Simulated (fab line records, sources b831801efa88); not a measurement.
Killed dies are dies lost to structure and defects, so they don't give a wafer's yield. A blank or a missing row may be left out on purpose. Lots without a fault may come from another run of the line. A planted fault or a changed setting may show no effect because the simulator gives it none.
fab line records | flow sky130
record lots=7 wafers=21 last_day=50
route steps=708 shown VIA1@472 METAL2@483 PAD_OPEN@708
lots that met no fault: from a run of the same line without faults
start_h: hours from the record's first day to the start of the lot's first wafer shown | wait_h: hours since the lot's step before | " the same as in the row above | L1.1+2: a row that stands for several wafers | - no value, or no start given | * or withheld: withheld | < > ~ a bound
route shown NAME@n: a module of which the file shows steps, and the number in the route of the first | usual: mean/standard deviation of fault-free wafers | same: alike in all rows | chamber/n: place in a boat | sites: the reading at each site | _std_site: their standard deviation | _edge_site: outer sites' mean less inner sites' | radius_mm: how far each site lies from the wafer's centre | mask NAME#n: copy n | behind: the tool/chamber that last shaped the wafer | hold: why the lot was held/for how many hours/how that ended | device: the transistor (n, p or np) that didn't switch | end of line: the same wafers' tests at the end of the route | a step without rows: its recipe alone | killed: dies lost to structure and defects at the first sort, not the wafer's yield | map: a wafer's dies, x killed, . not, _ none there
set.NAME: the setting as run; set.NAME@STEP: as run at that earlier step | model.NAME: the simulator's own value behind a step, which no gauge read
lots at some steps of the route; a table a step, a row a wafer
services: from which hour (start_h, from the record's first day; less than 0 if before it) a tool's chamber was out of use, for how many hours, and why
## steps
# step SKY_VIA1_ETCH_14
# recipe chemistry=N2/H2 target=BARC ion_energy_ev=200 source_w=500 bias_w=100 pressure_mtorr=30 n2_flow_sccm=100 h2_flow_sccm=200 stop_on=SiO2 time_s=45.9 target_depth_a=600
# step SKY_VIA1_ETCH_15
# recipe target=SiO2 chemistry=C4F8/O2/Ar target_depth_nm=351 stop_on=TiN mask_material=KrF-thick source_w=1500 bias_w=1200 pressure_mtorr=40 c4f8_flow_sccm=withheld O2_flow_sccm=6 Ar_flow_sccm=300 time_s=55.82
# usual oes_product_au=0.977/0.0058
# columns lot.wafer tool chamber start_h wait_h oes_product_au rf_hours_counter_h
L614.1 rie_diel-01 0 798.73 0.0 0.967 14
L614.5 " 0 " " 0.979 -
L614.6 " 1 " " 0.968 -
L617.1 rie_diel-02 0 818.33 0.0 0.977 20
L617.3 " 2 " " 0.975 4
L617.6 " 2 " " 0.986 -
L625.1 rie_diel-01 2 874.73 0.0 0.984 20
L625.5 " 2 " " 0.979 -
L625.6 " 1 " " 0.976 -
L624.3 rie_diel-01 1 876.22 0.0 0.976 25
L624.4 " 2 " " 0.977 20
L624.5 " 0 " " 0.980 -
L626.2 rie_diel-03 1 879.12 0.0 0.980 4
L626.3 " 3 " " 0.981 4
L626.4 " 2 " " 0.979 19
L633.2 rie_diel-03 3 945.08 0.0 0.979 5
L633.3 " 0 " " 0.968 14
L633.4 " 1 " " 0.975 6
L635.1 rie_diel-01 3 948.43 0.0 0.979 10
L635.5 " 1 " " 0.966 -
L635.6 " 2 " " 0.972 -
# step SKY_VIA1_STRIP_16
# recipe chemistry=O2/N2 power_w=1400 pressure_mtorr=1500 platen_temp_c=withheld o2_flow_sccm=3000 n2_flow_sccm=300 overash_fraction=0.5
# step SKY_VIA1_STRIP_17
# recipe chemistry=post_etch_residue_remover time_s=1200 temp_c=72.5
# step SKY_VIA1_CLEAN_18
# recipe chemistry=IPA time_s=180 temp_c=25
# step SKY_VIA1_CLEAN_19
# recipe chemistry=O3/DIW dry=n2_spin
# step SKY_VIA1_SPUTTER_20
# recipe material=TiN target_thk_nm=20 chamber_pressure_pa=5 power_w=4000 time_s=80
# usual cathode_dc_power_W=4000.0/0.65 chamber_pressure_pa=5.001/0.0095 throttle_valve_pct=29.8/1.2
# columns lot.wafer tool chamber start_h wait_h cathode_dc_power_W chamber_pressure_pa throttle_valve_pct
L614.1 pvd_sputter-02 - 799.37 0.0 4000.9 4.997 29.3
L614.5 " - " " 4000.9 4.988 30.3
L614.6 " - " " 3998.7 5.016 28.5
L617.1 pvd_sputter-04 - 819.01 0.0 4000.0 5.006 31.0
L617.3 " - " " 3999.7 5.003 30.2
L617.6 " - " " 3999.8 5.010 31.5
L625.1 pvd_sputter-04 - 875.37 0.0 4000.2 4.999 30.2
L625.5 " - " " 3998.7 4.999 30.1
L625.6 " - " " 3999.5 4.994 31.6
L624.3 pvd_sputter-04 - 876.85 0.0 3999.5 4.989 27.7
L624.4 " - " " 4000.0 5.015 31.7
L624.5 " - " " 4001.4 4.989 27.8
L626.2 pvd_sputter-03 - 879.75 0.0 4000.3 4.992 28.9
L626.3 " - " " 4000.0 5.020 29.3
L626.4 " - " " 4000.4 4.997 30.1
L633.2 pvd_sputter-04 - 945.72 0.0 4000.5 5.004 27.7
L633.3 " - " " 4000.3 5.006 30.2
L633.4 " - " " 3999.5 5.001 31.2
L635.1 pvd_sputter-02 - 949.07 0.0 3999.8 5.007 30.5
L635.5 " - " " 4000.3 5.017 30.3
L635.6 " - " " 4000.2 5.034 29.3
# step SKY_VIA1_CVD_21
# recipe material=W target_thk_nm=270 time_s=80.902 temp_c=400 pressure_torr=40
# usual heater_power_w=853/97
# columns lot.wafer tool chamber start_h wait_h heater_power_w
L614.1 cvd_w-01 1 799.43 0.0 754
L614.5 " 0 " " 962
L614.6 " 1 " " 786
L617.1 cvd_w-01 0 819.07 0.0 942
L617.3 " 0 " " 955
L617.6 " 0 " " 964
L625.1 cvd_w-01 1 875.43 0.0 792
L625.5 " 0 " " 960
L625.6 " 1 " " 800
L624.3 cvd_w-02 1 876.95 0.1 937
L624.4 " 0 " " 746
L624.5 " 1 " " 940
L626.2 cvd_w-01 0 879.82 0.0 937
L626.3 " 1 " " 790
L626.4 " 0 " " 953
L633.2 cvd_w-02 0 945.78 0.0 685
L633.3 " 1 " " 945
L633.4 " 0 " " 712
L635.1 cvd_w-01 0 949.13 0.0 989
L635.5 " 0 " " 955
L635.6 " 1 " " 799
# step SKY_VIA1_RS_MEAS_22
# recipe thk_meas_gauge=four-point-probe reads=W_of_VIA1_CVD_21+TiN_of_VIA1_SPUTTER_20
# usual VIA1_W_RS=0.427/0.0049
# columns lot.wafer tool chamber start_h wait_h VIA1_W_RS[ohm/sq]
L614.1 film_metro-02 - 799.52 0.1 0.429
L614.5 " - " " 0.431
L614.6 " - " " 0.429
L617.1 film_metro-03 - 819.17 0.1 0.430
L617.3 " - " " 0.426
L617.6 " - " " 0.429
L625.1 film_metro-02 - 875.52 0.1 0.427
L625.5 " - " " 0.428
L625.6 " - " " 0.423
L624.3 film_metro-03 - 877.05 0.1 0.421
L624.4 " - " " 0.440
L624.5 " - " " 0.424
L626.2 film_metro-02 - 879.93 0.1 0.424
L626.3 " - " " 0.426
L626.4 " - " " 0.426
L633.2 film_metro-02 - 945.89 0.1 0.422
L633.3 " - " " 0.418
L633.4 " - " " 0.420
L635.1 film_metro-04 - 949.22 0.1 0.427
L635.5 " - " " 0.432
L635.6 " - " " 0.421
# step SKY_VIA1_THK_MEAS_23
# recipe thk_meas_gauge=xrf reads=W_of_VIA1_CVD_21
# usual VIA1_W_THK=277/3.9
# columns lot.wafer tool chamber start_h wait_h VIA1_W_THK[nm]
L614.1 film_metro-02 - 799.64 0.1 273
L614.5 " - " " 273
L614.6 " - " " 273
L617.1 film_metro-03 - 819.29 0.1 274
L617.3 " - " " 274
L617.6 " - " " 273
L625.1 film_metro-02 - 875.64 0.1 277
L625.5 " - " " 272
L625.6 " - " " 276
L624.3 film_metro-03 - 877.15 0.1 281
L624.4 " - " " 270
L624.5 " - " " 277
L626.2 film_metro-02 - 880.04 0.1 276
L626.3 " - " " 274
L626.4 " - " " 275
L633.2 film_metro-02 - 946.00 0.1 282
L633.3 " - " " 285
L633.4 " - " " 285
L635.1 film_metro-04 - 949.34 0.1 280
L635.5 " - " " 277
L635.6 " - " " 282
# step SKY_VIA1_CMP_24
# recipe stop_on=SiO2 t_overpolish_s=15 down_force_psi=3.5 platen_rpm=60 target_thk_nm=0 pad_velocity_m_s=0.94248
# usual motor_current_A=11.6/0.91 overpolish_run_s=15.000/0.0085 platen_rpm=60.00/0.04 time_to_endpoint_s=63.3/2.9
# columns lot.wafer tool chamber start_h wait_h motor_current_A overpolish_run_s platen_rpm time_to_endpoint_s
L614.1 cmp-02 2 800.08 0.4 10.9 15.000 60.02 60.1
L614.6 " 3 " " 11.8 14.988 60.06 61.1
L614.5 " 0 " " 12.3 14.997 60.00 59.4
L617.1 cmp-01 1 819.35 0.1 11.6 15.023 60.00 61.6
L617.3 " 2 " " 11.5 15.014 59.92 70.8
L617.6 " 1 " " 11.9 15.000 59.99 65.3
L625.1 cmp-01 1 875.80 0.1 11.7 15.004 60.04 62.8
L625.6 " 3 " " 10.5 15.007 60.01 63.6
L625.5 " 0 " " 13.0 15.012 60.08 63.2
L624.4 cmp-01 2 877.24 0.1 12.1 15.023 60.03 66.0
L624.3 " 3 " " 10.9 14.999 59.94 61.1
L624.5 " 1 " " 12.1 14.988 60.03 63.9
L626.2 cmp-02 3 880.09 0.0 11.4 15.001 60.13 63.0
L626.3 " 1 " " 10.3 15.008 59.95 62.8
L626.4 " 2 " " 10.4 15.014 60.02 58.9
L633.2 cmp-02 0 946.10 0.1 12.2 15.008 59.97 65.7
L633.4 " 1 " " 11.6 14.993 60.04 65.1
L633.3 " 2 " " 10.4 14.999 59.98 64.8
L635.1 cmp-02 2 949.40 0.1 10.8 15.010 59.99 63.7
L635.6 " 2 " " 10.9 14.995 59.99 60.8
L635.5 " 3 " " 11.8 15.008 60.01 65.0
# step SKY_METAL2_SPUTTER_00
# recipe material=Ti target_thk_nm=15 power_w=3000 time_s=10 chamber_pressure_pa=0.4
# usual cathode_dc_power_W=2999.9/0.53 chamber_pressure_pa=0.4001/0.00076 throttle_valve_pct=30.2/1.4
# columns lot.wafer tool chamber start_h wait_h cathode_dc_power_W chamber_pressure_pa throttle_valve_pct
L614.1 pvd_sputter-03 - 800.23 0.1 3000.3 0.3998 29.6
L614.5 " - " " 3000.3 0.4004 29.5
L614.6 " - " " 3001.0 0.4015 30.4
L617.1 pvd_sputter-01 - 819.65 0.2 2998.9 0.3999 30.0
L617.3 " - " " 2999.5 0.3993 31.7
L617.6 " - " " 2999.1 0.4008 32.2
L625.1 pvd_sputter-02 - 876.00 0.1 3000.9 0.4002 29.6
L625.5 " - " " 3000.2 0.3999 28.6
L625.6 " - " " 3000.4 0.4001 29.4
L624.3 pvd_sputter-01 - 877.49 0.1 3000.2 0.4009 29.9
L624.4 " - " " 2999.7 0.3999 32.0
L624.5 " - " " 3000.4 0.4007 32.0
L626.2 pvd_sputter-02 - 880.39 0.2 3000.6 0.4000 30.2
L626.3 " - " " 2999.9 0.4001 29.7
L626.4 " - " " 3000.0 0.4002 28.4
L633.2 pvd_sputter-02 - 946.35 0.2 3000.6 0.4008 29.5
L633.3 " - " " 2999.5 0.4009 28.6
L633.4 " - " " 2999.7 0.4008 28.1
L635.1 pvd_sputter-01 - 949.70 0.2 2999.6 0.4009 31.7
L635.5 " - " " 2999.7 0.3997 32.1
L635.6 " - " " 2999.5 0.4006 30.0
# step SKY_METAL2_SPUTTER_01
# recipe material=TiN target_thk_nm=20 power_w=6500 time_s=16.7 chamber_pressure_pa=0.4
# usual cathode_dc_power_W=6499.9/1.1 chamber_pressure_pa=0.4000/0.00081 throttle_valve_pct=30.2/1.4
# columns lot.wafer tool chamber start_h wait_h cathode_dc_power_W chamber_pressure_pa throttle_valve_pct
L614.1 pvd_sputter-03 - 800.25 0.0 6500.7 0.4014 29.4
L614.5 " - " " 6499.8 0.4001 29.9
L614.6 " - " " 6500.9 0.4004 30.2
L617.1 pvd_sputter-01 - 819.67 0.0 6499.6 0.4009 29.8
L617.3 " - " " 6500.6 0.3993 31.9
L617.6 " - " " 6499.1 0.3998 32.0
L625.1 pvd_sputter-02 - 876.02 0.0 - - -
L625.5 " - " " - - -
L625.6 " - " " - - -
L624.3 pvd_sputter-01 - 877.51 0.0 - - -
L624.4 " - " " - - -
L624.5 " - " " - - -
L626.2 pvd_sputter-02 - 880.41 0.0 - - -
L626.3 " - " " - - -
L626.4 " - " " - - -
L633.2 pvd_sputter-02 - 946.37 0.0 6498.2 0.4006 29.5
L633.3 " - " " 6498.0 0.3995 28.1
L633.4 " - " " 6503.3 0.4024 28.5
L635.1 pvd_sputter-01 - 949.72 0.0 6499.4 0.3996 31.8
L635.5 " - " " 6499.7 0.3987 32.2
L635.6 " - " " 6501.7 0.4010 29.6
# step SKY_METAL2_SPUTTER_02
# recipe material=AlCu target_thk_nm=250 power_w=10600 time_s=13.3 chamber_pressure_pa=0.4
# step SKY_PAD_OPEN_PROBE_99
# usual defect_limited_yield=82.2/1.9 killed_at_M0_to_M3=43/6.3 killed_at_M4_up=3.3/1.7 killed_at_contacts=24/5.4 killed_at_front_end=16/4.6 killed_at_other=0.4/0.7 killed_dies=87/9.4 killed_open=47/6.9 killed_short=39/6.1 sort_bin_3_pad_short=0.9/0.45 sort_bin_5_function=10.6/1.5 sort_bin_6_memory=6.3/1.2 sort_n_pass=405/9.4 sort_yield_pct=82.2/1.9
# same gross_dies=492 killed_at_back_side=0 sort_bin_4_leakage[%]=0 sort_bin_8_speed[%]=0
# columns lot.wafer tool chamber start_h wait_h defect_limited_yield[%] killed_at_M0_to_M3 killed_at_M4_up killed_at_contacts killed_at_front_end killed_at_other killed_dies killed_open killed_short sort_bin_3_pad_short[%] sort_bin_5_function[%] sort_bin_6_memory[%] sort_n_pass sort_yield_pct[%] model.etest.met2.line_ohm_um model.etest.met2.rs_ohm_sq
L614.1 prober-01 - 1083.65 0.1 82.9 44 4 21 15 0 84 50 34 1.2 10.6 5.3 408 82.9 0.8852 0.1264
L614.5 prober-01 - 1083.85 0.2 86.0 38 3 12 16 0 69 44 25 0.2 8.7 5.1 423 86.0 0.915 0.1266
L614.6 prober-01 - 1083.90 0.2 79.7 49 8 22 21 0 100 51 49 0.8 12.8 6.7 392 79.7 0.8861 0.1286
L625.1 prober-01 - 1138.04 0.1 80.5 49 1 29 17 0 96 46 50 0.6 12.0 6.9 396 80.5 1.076 0.1497
L625.5 prober-01 - 1138.24 0.2 81.3 40 3 34 14 1 92 51 40 1.6 11.8 5.3 400 81.3 1.023 0.1441
L625.6 prober-01 - 1138.29 0.2 79.9 48 3 25 22 1 99 53 45 0.4 12.4 7.3 393 79.9 1.047 0.1453
L624.3 prober-02 - 1140.41 0.2 80.9 44 3 18 29 0 94 52 38 1.0 13.2 4.9 398 80.9 1.04 0.1454
L624.4 prober-02 - 1140.46 0.2 80.3 38 1 28 30 0 97 45 48 1.6 11.8 6.3 395 80.3 1.041 0.1442
L624.5 prober-02 - 1140.51 0.2 80.5 40 5 31 18 2 96 54 41 0.4 12.0 7.1 396 80.5 1.059 0.1449
L626.2 prober-01 - 1144.33 0.1 81.1 39 3 25 26 0 93 57 36 0.2 11.0 7.7 399 81.1 1.037 0.1453
L626.3 prober-01 - 1144.38 0.2 83.9 56 3 11 9 0 79 41 38 0.6 8.7 6.7 413 83.9 1.114 0.1483
L626.4 prober-01 - 1144.43 0.2 80.1 49 3 21 24 1 98 56 42 0.6 12.6 6.7 394 80.1 1.03 0.1446
L633.2 prober-02 - 1189.38 0.1 85.0 41 5 20 7 1 74 39 35 0.2 9.1 5.7 418 85.0 0.9357 0.1272
L633.3 prober-02 - 1189.43 0.2 84.8 41 1 19 14 0 75 34 41 0.4 7.7 7.1 417 84.8 0.9402 0.1276
L633.4 prober-02 - 1189.48 0.2 87.0 34 2 15 11 2 64 36 28 1.4 8.5 3.0 428 87.0 0.9484 0.1288
L635.1 prober-02 - 1191.69 0.1 83.1 47 2 21 11 2 83 44 39 1.0 9.6 6.3 409 83.1 0.9494 0.1279
L635.5 prober-02 - 1191.89 0.2 80.9 42 2 34 16 0 94 52 42 0.8 10.0 8.3 398 80.9 0.9427 0.1294
L635.6 prober-02 - 1191.94 0.2 85.4 37 4 19 12 0 72 35 37 1.0 8.9 4.7 420 85.4 0.9277 0.1284
# killed by level:class
L614.1 VIA1:geometric_particle:open=11 CONTACT:geometric_particle:open=8 VIA2:geometric_particle:open=8 VIA3:geometric_particle:open=6 METAL1:geometric_particle:short=6 FIELD_ISO:geometric_particle:short=5 FIELD_ISO:geometric_particle:open=5 VIA1:geometric_particle:short=4
L614.5 VIA1:geometric_particle:open=12 FIELD_ISO:geometric_particle:open=7 VIA2:geometric_particle:open=5 VIA3:geometric_particle:open=5 CONTACT:geometric_particle:short=4 CONTACT:geometric_particle:open=4 METAL1:geometric_particle:short=4 VIA3:geometric_particle:short=3
L614.6 VIA1:geometric_particle:open=13 FIELD_ISO:geometric_particle:short=8 FIELD_ISO:geometric_particle:open=7 LI_CONTACT:geometric_particle:short=7 METAL3:geometric_particle:short=6 VIA3:geometric_particle:open=6 CONTACT:geometric_particle:open=5 LI_CONTACT:geometric_particle:open=4
L625.1 CONTACT:geometric_particle:open=10 CONTACT:geometric_particle:short=9 METAL1:geometric_particle:short=8 VIA1:geometric_particle:open=8 LI_CONTACT:geometric_particle:open=7 METAL2:geometric_particle:short=7 VIA2:geometric_particle:open=7 VIA1:geometric_particle:short=6
L625.5 CONTACT:geometric_particle:open=15 VIA3:geometric_particle:open=9 LI_CONTACT:geometric_particle:open=7 VIA1:geometric_particle:open=6 METAL1:geometric_particle:short=6 CONTACT:geometric_particle:short=5 VIA1:geometric_particle:short=5 FIELD_ISO:geometric_particle:short=4
L625.6 VIA1:geometric_particle:open=10 CONTACT:geometric_particle:open=9 VIA3:geometric_particle:open=9 METAL1:geometric_particle:short=8 LI_CONTACT:geometric_particle:open=8 POLY_GATE:geometric_particle:open=6 FIELD_ISO:geometric_particle:short=5 POLY_GATE:geometric_particle:short=5
L624.3 VIA1:geometric_particle:open=13 POLY_GATE:geometric_particle:open=10 VIA1:geometric_particle:short=9 LI_CONTACT:geometric_particle:open=8 FIELD_ISO:geometric_particle:open=6 METAL2:geometric_particle:short=4 VIA2:geometric_particle:open=4 VIA3:geometric_particle:short=4
L624.4 LI_CONTACT:geometric_particle:open=13 FIELD_ISO:geometric_particle:short=10 VIA1:geometric_particle:open=10 VIA2:geometric_particle:short=6 CONTACT:geometric_particle:open=5 CONTACT:geometric_particle:short=5 METAL1:geometric_particle:short=5 FIELD_ISO:geometric_particle:open=4
L624.5 CONTACT:geometric_particle:open=11 VIA1:geometric_particle:open=10 LI_CONTACT:geometric_particle:open=9 VIA2:geometric_particle:open=8 VIA3:geometric_particle:open=7 POLY_GATE:geometric_particle:short=6 LOCAL_INTERCONNECT:geometric_particle:short=6 FIELD_ISO:geometric_particle:short=5
L626.2 VIA1:geometric_particle:open=12 CONTACT:geometric_particle:open=11 FIELD_ISO:geometric_particle:open=7 POLY_GATE:geometric_particle:open=7 POLY_GATE:geometric_particle:short=6 METAL1:geometric_particle:short=6 LI_CONTACT:geometric_particle:open=6 VIA3:geometric_particle:open=5
L626.3 VIA1:geometric_particle:open=15 METAL1:geometric_particle:short=9 VIA1:geometric_particle:short=6 VIA3:geometric_particle:open=6 VIA2:geometric_particle:open=5 FIELD_ISO:geometric_particle:open=4 CONTACT:geometric_particle:open=4 VIA2:geometric_particle:short=4
L626.4 VIA1:geometric_particle:open=16 CONTACT:geometric_particle:open=10 POLY_GATE:geometric_particle:open=7 VIA1:geometric_particle:short=7 POLY_GATE:geometric_particle:short=6 VIA3:geometric_particle:open=6 METAL1:geometric_particle:short=5 FIELD_ISO:geometric_particle:open=4
L633.2 VIA2:geometric_particle:open=10 VIA1:geometric_particle:open=8 METAL1:geometric_particle:short=6 LI_CONTACT:geometric_particle:short=4 LI_CONTACT:geometric_particle:open=4 LOCAL_INTERCONNECT:geometric_particle:short=4 CONTACT:geometric_particle:open=4 METAL2:geometric_particle:short=4
L633.3 VIA1:geometric_particle:open=11 CONTACT:geometric_particle:open=6 METAL3:geometric_particle:short=6 METAL1:geometric_particle:short=5 VIA1:geometric_particle:short=5 LI_CONTACT:geometric_particle:short=4 CONTACT:geometric_particle:short=4 METAL2:geometric_particle:short=4
L633.4 VIA1:geometric_particle:open=7 FIELD_ISO:geometric_particle:open=5 LI_CONTACT:geometric_particle:open=5 CONTACT:geometric_particle:open=5 VIA1:geometric_particle:short=5 METAL2:geometric_particle:short=5 VIA3:geometric_particle:open=4 METAL1:geometric_particle:short=4
L635.1 VIA1:geometric_particle:open=11 VIA2:geometric_particle:open=8 LI_CONTACT:geometric_particle:open=7 LOCAL_INTERCONNECT:geometric_particle:short=5 CONTACT:geometric_particle:open=5 METAL2:geometric_particle:short=4 METAL1:geometric_particle:short=4 METAL3:geometric_particle:short=4
L635.5 CONTACT:geometric_particle:open=14 VIA1:geometric_particle:open=8 VIA3:geometric_particle:open=7 LOCAL_INTERCONNECT:geometric_particle:short=7 VIA2:geometric_particle:open=6 METAL1:geometric_particle:short=5 LI_CONTACT:geometric_particle:short=5 LI_CONTACT:geometric_particle:open=5
L635.6 CONTACT:geometric_particle:open=7 METAL3:geometric_particle:short=5 CONTACT:geometric_particle:short=4 POLY_GATE:geometric_particle:open=4 METAL4:geometric_particle:short=4 LI_CONTACT:geometric_particle:open=4 VIA1:geometric_particle:short=4 VIA3:geometric_particle:open=4
## services
# columns tool chamber start_h hours kind
rie_diel-03 1 777.33 9.7 repair
rie_diel-02 2 804.39 4.2 repair
cmp-02 - 811.29 5.5 pm
rie_diel-02 - 826.44 15.6 pm
pvd_sputter-01 0 830.27 - consumable_replace:kit
rie_diel-02 - 848.84 0.4 repair
cvd_w-01 - 851.67 2.8 pm
pvd_sputter-03 - 860.00 0.5 repair
rie_diel-02 3 864.32 3.3 repair
pvd_sputter-01 - 874.15 2.3 repair
cmp-01 - 879.76 11.5 repair
pvd_sputter-02 2 883.49 - consumable_replace:kit
pvd_sputter-02 2 883.49 18.0 scheduled_down
pvd_sputter-02 2 883.49 18.0 vent_cycle
rie_diel-01 3 895.26 4.2 repair
cvd_w-02 - 904.00 14.0 pm
rie_diel-02 - 904.30 0.5 repair
cmp-01 - 904.95 2.4 repair
cmp-01 - 912.00 4.0 pm
cmp-01 - 932.72 3.7 repair
rie_diel-01 - 936.06 0.4 repair
rie_diel-02 1 941.08 6.9 repair
cmp-02 - 941.84 3.0 repair
rie_diel-03 1 945.25 7.9 repair
## key
first_sign step=SKY_METAL2_SPUTTER_01 reading=tool_record direction=missing
effect none on later readings
model_effect step=SKY_PAD_OPEN_PROBE_99 value=etest.met2.line_ohm_um without=0.9165 struck=1.052
met_at SKY_METAL2_SPUTTER_01
struck_wafers L624.3,L624.4,L624.5,L625.1,L625.5,L625.6,L626.2,L626.3,L626.4
onset_between 819.67 876.02
fault kind=skipped_step_whole tool=pvd_sputter-01,pvd_sputter-02 chamber=- onset_h=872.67 steps=SKY_METAL2_SPUTTER_01 scope=struck_lots_only
